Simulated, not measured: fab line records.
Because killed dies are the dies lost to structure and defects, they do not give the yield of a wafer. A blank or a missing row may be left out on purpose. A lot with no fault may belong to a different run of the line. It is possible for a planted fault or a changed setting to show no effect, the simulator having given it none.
fab line records	flow sky130
record: lots: 7	wafers: 21	last-day: 50
route steps=708 shown GATE_OXIDE@191 POLY_GATE@204 PAD_OPEN@708
lots untouched by any fault: they come from a run of this same line in which no faults occurred
start-h: hours from the record's first day to the start of the lot's first wafer shown	wait-h: how many hours have passed since the lot's step before this one	" identical to the entry in the row above	L1.1+2: a single row standing in for several wafers	- value missing, or start not given	* or withheld: withheld	< > ~ a bound
route shown NAME@n: NAME is a module with steps in the file, n the number in the route of the first one	usual: the fault-free wafers' mean and standard deviation	same: alike in all rows	chamber/n: place in a boat	sites: readings site by site	_std_site: standard deviation of those values	_edge_site: outer sites' mean less inner sites'	radius-mm: for every site, how far away it sits from the centre of the wafer	mask NAME#n: copy n	behind: the most recent tool/chamber to have shaped the wafer	hold: reason for holding the lot/hours on hold/outcome of the hold	device: the transistor (n, p or np) that didn't switch	end of line: the same wafers' tests at the end of the route	a step given without rows: its recipe and nothing more	killed: dies lost to structure and defects at the first sort, not the wafer's yield	map: shows each die of a wafer: x if killed, . if not, _ if none is there
set.NAME: the setting that was run; set.NAME@STEP: the one run at that earlier step	model.NAME: the simulator's own value behind a step, which no gauge read
a table for each step, a row for each wafer; lots at some steps of the route
services: a tool's chamber out of use, with start hour (start-h, from the record's first day; less than 0 if before it), hours out, and reason
== steps ==
step: SKY_GATE_OXIDE_HMDS_04
recipe: prime-time-s: 60	prime-temp-c: 120
step: SKY_GATE_OXIDE_COAT_05
recipe: resist: NOVOLAK	spin-rpm: 3000	resist-thk-nm: 1140
step: SKY_GATE_OXIDE_SOFTBAKE_06
recipe: temp-c: 90	time-s: 60	resist: NOVOLAK
step: SKY_GATE_OXIDE_EXPOSE_07
recipe: mask-id: LVOM	na: 0.6	source-shape: conventional	sigma-outer: 0.6	polarization: unpolarized	target-cd-nm: 600	dose-mj: 170
step: SKY_GATE_OXIDE_PEB_08
recipe: temp-c: withheld	time-s: *	resist: NOVOLAK
step: SKY_GATE_OXIDE_DEVELOP_09
recipe: resist: NOVOLAK	developer: TMAH	develop-time-s: 60	dev-temp-c: 23
step: SKY_GATE_OXIDE_OVL_MEAS_10
usual: GATE_OXIDE_OVL: 0.6/1.1
lot.wafer	tool	chamber	start-h	wait-h	GATE_OXIDE_OVL[nm]
L948.1	overlay-01	-	329.55	0.1	1.2
L948.2	"	-	"	"	1.2
L948.3	"	-	"	"	0.2
L952.3	overlay-02	-	383.82	0.1	0.5
L952.5	"	-	"	"	0.8
L952.6	"	-	"	"	0.9
L954.1	overlay-01	-	390.20	0.1	0.8
L954.3	"	-	"	"	0.9
L954.5	"	-	"	"	0.6
L955.1	overlay-02	-	390.21	0.1	2.2
L955.3	"	-	"	"	1.5
L955.6	"	-	"	"	2.5
L956.4	overlay-02	-	396.32	0.1	0.1
L956.5	"	-	"	"	0.7
L956.6	"	-	"	"	1.3
L957.1	overlay-01	-	404.31	0.1	-1.2
L957.2	"	-	"	"	0.5
L957.4	"	-	"	"	-0.6
L966.2	overlay-02	-	492.02	0.1	2.4
L966.3	"	-	"	"	2.1
L966.5	"	-	"	"	1.8
step: SKY_GATE_OXIDE_IMPLANT_11
recipe: species: B	energy-kev: 10	dose-cm2: 2.642e+12	tilt-deg: withheld
step: SKY_GATE_OXIDE_WET_ETCH_12
recipe: chemistry: dHF	target-depth-nm: 16.8	dry: n2-spin	target: SiO2	dilution: 100:1	temp-c: 25	time-s: 336
step: SKY_GATE_OXIDE_STRIP_13
recipe: chemistry: O2/N2	power-w: 1400	pressure-mtorr: 1500	platen-temp-c: withheld	o2-flow-sccm: 3000	n2-flow-sccm: 300	overash-fraction: 0.5
usual: drypump-motor-current-A: 5.91/0.27	oes-product-au: 0.716/0.0046	strip-time-to-endpoint-s: 14.19/0.04
lot.wafer	tool	chamber	start-h	wait-h	drypump-motor-current-A	oes-product-au	rf-hours-counter-h	strip-time-to-endpoint-s
L948.1	plasma-asher-01	0	329.84	0.0	5.98	0.721	22	14.21
L948.2	"	1	"	"	6.27	0.712	22	14.17
L948.3	"	0	"	"	5.95	0.719	-	14.19
L952.3	plasma-asher-02	0	384.13	0.0	5.62	0.716	-	14.16
L952.5	"	1	"	"	5.79	0.720	-	14.22
L952.6	"	0	"	"	5.63	0.716	-	14.22
L954.1	plasma-asher-01	1	390.49	0.0	6.27	0.722	27	14.18
L954.3	"	0	"	"	5.94	0.710	-	14.22
L954.5	"	1	"	"	6.28	0.715	-	14.23
L955.1	plasma-asher-04	0	390.59	0.0	5.56	0.711	70	14.21
L955.3	"	0	"	"	5.59	0.714	-	14.18
L955.6	"	1	"	"	6.20	0.728	-	14.22
L956.4	plasma-asher-02	1	396.63	0.0	5.78	0.710	-	14.16
L956.5	"	0	"	"	5.61	0.716	-	14.15
L956.6	"	1	"	"	5.81	0.719	-	14.20
L957.1	plasma-asher-02	0	404.60	0.0	5.61	0.709	74	14.18
L957.2	"	1	"	"	5.76	0.719	74	14.21
L957.4	"	1	"	"	5.79	0.718	-	14.15
L966.2	plasma-asher-04	0	492.30	0.0	5.59	0.720	6	14.14
L966.3	"	0	"	"	5.60	0.720	-	14.13
L966.5	"	0	"	"	5.60	0.719	-	14.10
step: SKY_GATE_OXIDE_TW_MEAS_14
usual: GATE_OXIDE_TW: 226.3/1.4
lot.wafer	tool	chamber	start-h	wait-h	GATE_OXIDE_TW
L948.1	film-metro-03	-	329.94	0.1	227.2
L948.2	"	-	"	"	226.7
L948.3	"	-	"	"	226.7
L952.3	film-metro-03	-	384.21	0.1	226.1
L952.5	"	-	"	"	227.9
L952.6	"	-	"	"	226.8
L954.1	film-metro-01	-	390.59	0.1	229.3
L954.3	"	-	"	"	228.9
L954.5	"	-	"	"	229.2
L955.1	film-metro-03	-	390.69	0.1	227.4
L955.3	"	-	"	"	227.3
L955.6	"	-	"	"	228.1
L956.4	film-metro-04	-	396.72	0.1	224.0
L956.5	"	-	"	"	224.5
L956.6	"	-	"	"	225.7
L957.1	film-metro-04	-	404.70	0.1	224.5
L957.2	"	-	"	"	225.1
L957.4	"	-	"	"	225.7
L966.2	film-metro-01	-	492.41	0.1	223.8
L966.3	"	-	"	"	225.6
L966.5	"	-	"	"	225.0
step: SKY_GATE_OXIDE_CLEAN_15
recipe: chemistry: SC1/SC2	mix: 1:4:20	temp-c: 70	time-s: 150	dry: n2-spin
step: SKY_GATE_OXIDE_OXIDATION_16
recipe: temp-c: 800	ambient: O2	idle-temp-c: 700	ramp-up-c-per-min: 10	ramp-down-c-per-min: 3	stabilise-s: 600	purge-s: 300	target-thk-a: 35.7	ox-time-s: 1915
usual: spike-tc-centre-C: 799.6/1.2	spike-tc-lower-C: 800.3/0.91	spike-tc-top-C: 817.0/2.5	spike-tc-upper-C: 799.4/1.1	tube-center-temp-C: 800/0.068	tube_center_temp_C_max: 802.1/0.34	zone-power-centre-pct: 15.7/0.87	zone-power-lower-pct: 15.2/0.69	zone-power-upper-pct: 13.23/0.17
lot.wafer	tool	chamber	start-h	wait-h	spike-tc-centre-C	spike-tc-lower-C	spike-tc-top-C	spike-tc-upper-C	tube-center-temp-C	tube_center_temp_C_max	zone-power-centre-pct	zone-power-lower-pct	zone-power-upper-pct	model.SiO2_of_GATE_OXIDE_OXIDATION_01.thk-nm
L948.1	furnace-02	0	330.85	0.8	796.9	798.9	812.2	801.3	800.13	802.2	16.6	14.3	13.37	11.35
L948.2	"	0	"	"	799.0	801.7	812.9	802.0	800.03	801.7	16.8	14.5	13.38	11.45
L948.3	"	0	"	"	797.9	799.8	814.8	799.2	799.97	802.1	16.3	14.3	13.26	11.44
L952.3	furnace-01	0	385.97	1.7	798.4	798.5	818.0	799.0	800	801.8	14.9	15.7	12.93	11.85
L952.5	"	0	"	"	799.4	800.9	819.3	798.9	800.01	801.8	14.8	15.7	13.05	11.66
L952.6	"	0	"	"	800.9	800.8	818.0	798.8	800.11	802.2	15.1	15.8	13.14	11.61
L954.1	furnace-01	0	395.94	5.2	788.1	789.0	808.8	786.3	787.47	789.6	14.4	15.1	12.73	11.36
L954.3	"	0	"	"	787.5	787.4	807.2	787.5	787.51	790.4	14.7	15.1	12.86	11.16
L954.5	"	0	"	"	787.0	787.2	805.9	785.3	787.4	789.6	14.4	15.4	12.90	11.39
L955.1	furnace-01	0	395.94	5.1	788.6	787.9	804.7	786.5	787.53	789.9	14.7	15.3	12.79	11.24
L955.3	"	0	"	"	786.4	786.4	807.5	785.6	787.5	789.3	14.4	15.3	12.54	11.17
L955.6	"	0	"	"	786.4	787.3	806.2	786.6	787.44	788.9	14.6	15.1	12.72	11.45
L956.4	furnace-02	0	404.21	7.4	798.0	799.4	813.8	800.3	800.04	802.0	16.8	14.4	13.41	11.88
L956.5	"	0	"	"	801.7	799.2	813.7	801.2	799.92	801.9	16.7	14.6	13.51	11.69
L956.6	"	0	"	"	798.1	798.8	813.3	799.6	800.13	802.3	16.9	14.4	13.34	11.71
L957.1	furnace-01	0	407.26	2.4	788.3	786.9	807.4	785.4	787.35	789.7	14.2	15.4	12.70	10.97
L957.2	"	0	"	"	788.9	787.6	807.4	786.6	787.51	789.3	14.4	15.5	12.74	10.73
L957.4	"	0	"	"	785.9	786.4	806.0	786.7	787.44	789.7	14.3	15.1	12.90	10.93
L966.2	furnace-02	0	492.51	0.0	798.9	799.3	814.3	799.9	800.07	802.1	16.9	14.4	13.49	11.77
L966.3	"	0	"	"	797.9	801.2	815.7	801.3	800	802.4	16.7	14.6	13.26	11.6
L966.5	"	0	"	"	800.0	800.4	814.4	799.3	800.03	801.9	16.6	14.5	13.44	11.67
step: SKY_POLY_GATE_CVD_00
recipe: material: poly-Si	target-thk-nm: 180	temp-c: 620	time-s: 720	pressure-mtorr: 200
step: SKY_PAD_OPEN_PROBE_99
usual: killed_at_M0_to_M3: 43/7.5	killed_at_M4_up: 3.0/1.6	killed-at-contacts: 23/5.8	killed-at-front-end: 14/4.8	killed-at-other: 0.3/0.52	killed-dies: 84/9.1	killed-on-rim: 16/3.4	killed-open: 47/7.2	killed-short: 37/5.8
same: gross-dies: 492	killed-at-back-side: 0
lot.wafer	tool	chamber	start-h	wait-h	killed_at_M0_to_M3	killed_at_M4_up	killed-at-contacts	killed-at-front-end	killed-at-other	killed-dies	killed-on-rim	killed-open	killed-short	model.etest.tip-sonos.rs-ohm-sq	model.etest.nfet_01v8_lvt.drive-ua-um	model.etest.nfet_01v8_turned.drive-ua-um	model.etest.nfet_01v8_swapped.drive-ua-um	model.etest.nfet_01v8.drive-ua-um	model.etest.nfet_01v8.r-on-ohm-um	model.etest.sram-nfet-pass.drive-ua-um	model.etest.nfet-g5v0d10v5.drive-ua-um
L948.1	prober-02	-	1096.97	0.1	40	3	28	15	0	86	19	53	33	2596	567.5	500.7	500.1	500.9	846	487.3	621.2
L948.2	prober-02	-	1097.02	0.1	47	2	20	12	0	81	13	50	31	2662	555.8	482.8	485.7	476.8	882	485.3	610.7
L948.3	prober-02	-	1097.07	0.2	52	4	16	11	0	83	19	37	46	2612	572.7	503.4	501.1	498.6	839.4	476.1	619.8
L952.3	prober-02	-	1136.22	0.2	42	3	21	11	1	78	14	41	37	2736	563.4	494.6	495.9	496.3	845	481.2	595.5
L952.5	prober-02	-	1136.32	0.2	41	6	23	12	0	82	12	49	33	2666	567.8	500.7	503.6	497.8	835.1	515	611.5
L952.6	prober-02	-	1136.37	0.2	41	1	25	11	1	79	15	51	28	2622	562.1	491.3	498.1	495.8	840.8	502.3	604.5
L955.1	prober-01	-	1140.09	0.1	35	3	33	15	0	86	22	53	33	2664	607.6	540.5	531.5	535.1	809	520.3	623.4
L955.3	prober-01	-	1140.19	0.2	42	4	28	14	0	88	16	38	50	2620	603.6	536.5	539.1	534.4	805.9	519.6	633.7
L955.6	prober-01	-	1140.34	0.2	35	2	23	14	0	74	9	33	41	2660	593.5	532.8	532.4	528.5	812.8	517.6	611
L954.1	prober-02	-	1143.63	0.1	37	3	18	17	0	75	15	43	32	2634	608	544.4	538.8	541.4	785.7	521.7	622.5
L954.3	prober-02	-	1143.73	0.2	39	4	25	15	0	83	23	48	35	2578	630.4	556.6	560.7	551.7	771.2	532	637.2
L954.5	prober-02	-	1143.83	0.2	35	1	26	16	1	79	19	44	35	2661	631.4	563.4	559.5	557.6	787.7	537	616.1
L956.4	prober-01	-	1143.79	0.2	51	7	17	14	2	91	21	57	34	2731	563.2	499.4	491.8	491.6	869.9	477.2	591.8
L956.5	prober-01	-	1143.84	0.2	42	1	21	12	1	77	17	40	37	2667	553.2	484.3	485.7	485.8	867.5	456.4	604
L956.6	prober-01	-	1143.89	0.2	42	3	30	6	0	81	23	42	39	2672	575	505.9	503.1	506	823.5	487.9	605.4
L957.1	prober-02	-	1145.13	0.1	46	1	23	11	0	81	16	44	37	2527	601.7	538.7	531.9	532.3	802.9	523.1	648.4
L957.2	prober-02	-	1145.18	0.1	28	4	18	18	0	68	10	32	36	2491	607.4	536.5	540.3	535.3	793.2	540.5	660.9
L957.4	prober-02	-	1145.28	0.2	38	5	11	14	0	68	15	33	35	2537	611.1	538.8	538.7	531.7	803.8	519.5	650.8
L966.2	prober-01	-	1194.56	0.1	44	6	13	19	0	82	16	46	36	2702	562.7	495.7	498.1	495.5	844.7	473.8	601
L966.3	prober-01	-	1194.61	0.2	38	4	19	18	0	79	18	49	30	2671	578.5	510.2	507.5	509.3	829	507.6	611.6
L966.5	prober-01	-	1194.71	0.2	38	0	34	16	0	88	17	54	34	2654	570.1	496.2	498.4	495.7	837.2	498.3	609.3
killed by level:class
L948.1 VIA1:geometric-particle:open=16 CONTACT:geometric-particle:open=12 LI_CONTACT:geometric-particle:open=7 VIA2:geometric-particle:open=6 METAL1:geometric-particle:short=5 FIELD_ISO:geometric-particle:short=4 POLY_GATE:geometric-particle:short=4 POLY_GATE:geometric-particle:open=4
L948.2 VIA1:geometric-particle:open=17 METAL1:geometric-particle:short=7 LI_CONTACT:geometric-particle:open=6 CONTACT:geometric-particle:open=5 FIELD_ISO:geometric-particle:open=4 POLY_GATE:geometric-particle:open=4 LI_CONTACT:geometric-particle:short=4 METAL2:geometric-particle:short=4
L948.3 METAL2:geometric-particle:short=12 VIA1:geometric-particle:open=11 METAL1:geometric-particle:short=7 CONTACT:geometric-particle:short=6 CONTACT:geometric-particle:open=6 VIA3:geometric-particle:open=6 VIA1:geometric-particle:short=5 VIA2:geometric-particle:open=5
L952.3 VIA1:geometric-particle:open=13 LI_CONTACT:geometric-particle:open=12 VIA1:geometric-particle:short=5 METAL2:geometric-particle:short=5 VIA3:geometric-particle:short=4 METAL1:geometric-particle:short=4 VIA3:geometric-particle:open=4 FIELD_ISO:geometric-particle:short=3
L952.5 VIA3:geometric-particle:open=13 LI_CONTACT:geometric-particle:open=10 VIA1:geometric-particle:open=9 METAL2:geometric-particle:short=8 CONTACT:geometric-particle:open=6 POLY_GATE:geometric-particle:short=3 LOCAL_INTERCONNECT:geometric-particle:short=3 METAL1:geometric-particle:short=3
L952.6 LI_CONTACT:geometric-particle:open=12 VIA1:geometric-particle:open=9 VIA3:geometric-particle:open=8 VIA2:geometric-particle:open=8 VIA1:geometric-particle:short=6 CONTACT:geometric-particle:open=5 METAL2:geometric-particle:short=5 LOCAL_INTERCONNECT:geometric-particle:short=4
L955.1 LI_CONTACT:geometric-particle:open=15 VIA2:geometric-particle:open=8 METAL2:geometric-particle:short=7 LI_CONTACT:geometric-particle:short=6 VIA3:geometric-particle:open=6 CONTACT:geometric-particle:open=5 VIA1:geometric-particle:open=5 CONTACT:geometric-particle:short=4
L955.3 LI_CONTACT:geometric-particle:open=12 VIA1:geometric-particle:open=9 POLY_GATE:geometric-particle:short=6 VIA3:geometric-particle:short=6 LOCAL_INTERCONNECT:geometric-particle:short=6 METAL2:geometric-particle:short=6 CONTACT:geometric-particle:open=5 METAL1:geometric-particle:short=5
L955.6 FIELD_ISO:geometric-particle:short=8 VIA1:geometric-particle:short=8 LI_CONTACT:geometric-particle:open=7 VIA1:geometric-particle:open=7 VIA3:geometric-particle:open=6 CONTACT:geometric-particle:short=5 CONTACT:geometric-particle:open=5 POLY_GATE:geometric-particle:short=3
L954.1 VIA1:geometric-particle:open=10 LI_CONTACT:geometric-particle:open=8 POLY_GATE:geometric-particle:open=6 VIA2:geometric-particle:open=5 VIA3:geometric-particle:short=4 VIA1:geometric-particle:short=4 METAL3:geometric-particle:short=4 FIELD_ISO:geometric-particle:open=3
L954.3 VIA3:geometric-particle:open=10 LI_CONTACT:geometric-particle:open=9 VIA1:geometric-particle:open=8 CONTACT:geometric-particle:open=8 FIELD_ISO:geometric-particle:short=6 VIA1:geometric-particle:short=6 FIELD_ISO:geometric-particle:open=4 POLY_GATE:geometric-particle:open=4
L956.4 VIA1:geometric-particle:open=12 VIA2:geometric-particle:open=10 VIA3:geometric-particle:open=8 CONTACT:geometric-particle:open=6 METAL4:geometric-particle:short=5 FIELD_ISO:geometric-particle:open=4 FIELD_ISO:geometric-particle:short=4 LI_CONTACT:geometric-particle:open=4
L954.5 VIA1:geometric-particle:open=9 CONTACT:geometric-particle:open=7 FIELD_ISO:geometric-particle:open=5 LI_CONTACT:geometric-particle:short=5 CONTACT:geometric-particle:short=5 VIA1:geometric-particle:short=5 POLY_GATE:geometric-particle:open=4 LOCAL_INTERCONNECT:geometric-particle:short=4
L956.5 CONTACT:geometric-particle:open=9 VIA1:geometric-particle:open=9 METAL3:geometric-particle:short=7 METAL2:geometric-particle:short=5 LI_CONTACT:geometric-particle:open=5 LOCAL_INTERCONNECT:geometric-particle:short=5 METAL1:geometric-particle:short=5 FIELD_ISO:geometric-particle:open=4
L956.6 VIA1:geometric-particle:open=14 LOCAL_INTERCONNECT:geometric-particle:short=8 CONTACT:geometric-particle:open=8 LI_CONTACT:geometric-particle:open=7 VIA1:geometric-particle:short=6 CONTACT:geometric-particle:short=5 VIA3:geometric-particle:open=4 METAL1:geometric-particle:short=4
L957.1 CONTACT:geometric-particle:open=9 VIA1:geometric-particle:open=8 CONTACT:geometric-particle:short=7 VIA3:geometric-particle:open=7 VIA2:geometric-particle:open=6 LI_CONTACT:geometric-particle:open=4 METAL1:geometric-particle:short=4 VIA1:geometric-particle:short=4
L957.2 CONTACT:geometric-particle:open=11 METAL1:geometric-particle:short=6 SPACER:geometric-particle:short=4 CONTACT:geometric-particle:short=4 VIA1:geometric-particle:short=4 FIELD_ISO:geometric-particle:short=3 FIELD_ISO:geometric-particle:open=3 VIA3:geometric-particle:open=3
L957.4 VIA1:geometric-particle:open=9 VIA3:geometric-particle:open=6 FIELD_ISO:geometric-particle:short=5 METAL2:geometric-particle:short=5 POLY_GATE:geometric-particle:short=4 VIA2:geometric-particle:open=4 LI_CONTACT:geometric-particle:open=3 LOCAL_INTERCONNECT:geometric-particle:short=3
L966.2 VIA3:geometric-particle:open=8 CONTACT:geometric-particle:open=8 VIA2:geometric-particle:open=8 POLY_GATE:geometric-particle:short=7 VIA1:geometric-particle:open=6 FIELD_ISO:geometric-particle:short=5 VIA1:geometric-particle:short=4 VIA2:geometric-particle:short=4
L966.3 VIA1:geometric-particle:open=11 VIA2:geometric-particle:open=7 FIELD_ISO:geometric-particle:open=6 VIA1:geometric-particle:short=6 CONTACT:geometric-particle:open=6 VIA3:geometric-particle:open=6 POLY_GATE:geometric-particle:short=5 METAL2:geometric-particle:open=5
L966.5 CONTACT:geometric-particle:open=14 LI_CONTACT:geometric-particle:open=11 VIA3:geometric-particle:open=8 FIELD_ISO:geometric-particle:short=6 VIA1:geometric-particle:open=6 METAL2:geometric-particle:short=6 VIA2:geometric-particle:open=6 SPACER:geometric-particle:short=4
== services ==
tool	chamber	start-h	hours	kind
plasma-asher-02	-	307.86	1.8	repair
furnace-01	-	342.07	3.5	pm
plasma-asher-01	-	360.87	1.6	repair
plasma-asher-04	-	384.05	2.2	repair
furnace-02	-	385.61	14.2	pm
furnace-01	-	400.13	4.5	pm
plasma-asher-04	-	401.92	2.2	repair
furnace-02	-	418.74	1.0	repair
plasma-asher-04	-	421.25	9.0	pm
plasma-asher-04	0	421.25	9.0	vent-cycle
plasma-asher-04	1	421.25	9.0	vent-cycle
plasma-asher-04	0	430.25	-	clean
plasma-asher-04	1	430.25	-	clean
plasma-asher-01	-	480.93	4.5	repair
plasma-asher-01	-	488.27	3.8	repair
== key ==
first-sign: step: SKY_GATE_OXIDE_OXIDATION_16	reading: tube-center-temp-C	direction: down	sigmas: 99+	usual: *	struck: *
effect: step: SKY_GATE_OXIDE_OXIDATION_16	reading: tube_center_temp_C_max	direction: down	sigmas: 37	usual: *	struck: *
model-effect: step: SKY_GATE_OXIDE_OXIDATION_16	value: SiO2_of_GATE_OXIDE_OXIDATION_01.thk-nm	without: 11.5	struck: 11.16
model-effect: step: SKY_PAD_OPEN_PROBE_99	value: etest.tip-sonos.rs-ohm-sq	without: 2674	struck: 2597
met-at SKY_GATE_OXIDE_OXIDATION_16
struck-wafers L954.1,L954.3,L954.5,L955.1,L955.3,L955.6,L957.1,L957.2,L957.4
tester-left-out L954,L955,L957
onset-between 385.97 395.94
fault: kind: process-parameter-drift	tool: furnace-01	chamber: -	onset-h: 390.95	steps: SKY_GATE_OXIDE_OXIDATION_16	channel: temp-c	offset: *	shape: step	end-h: 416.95	acts-in: *	stated: *
tester-left-out: of these lots the tester's yield and bins aren't shown, on N5 and GAA mostly nor the transistor test; their killed dies are dies lost to structure and defects alone, not to doping, threshold or leakage, so they don't give the yield
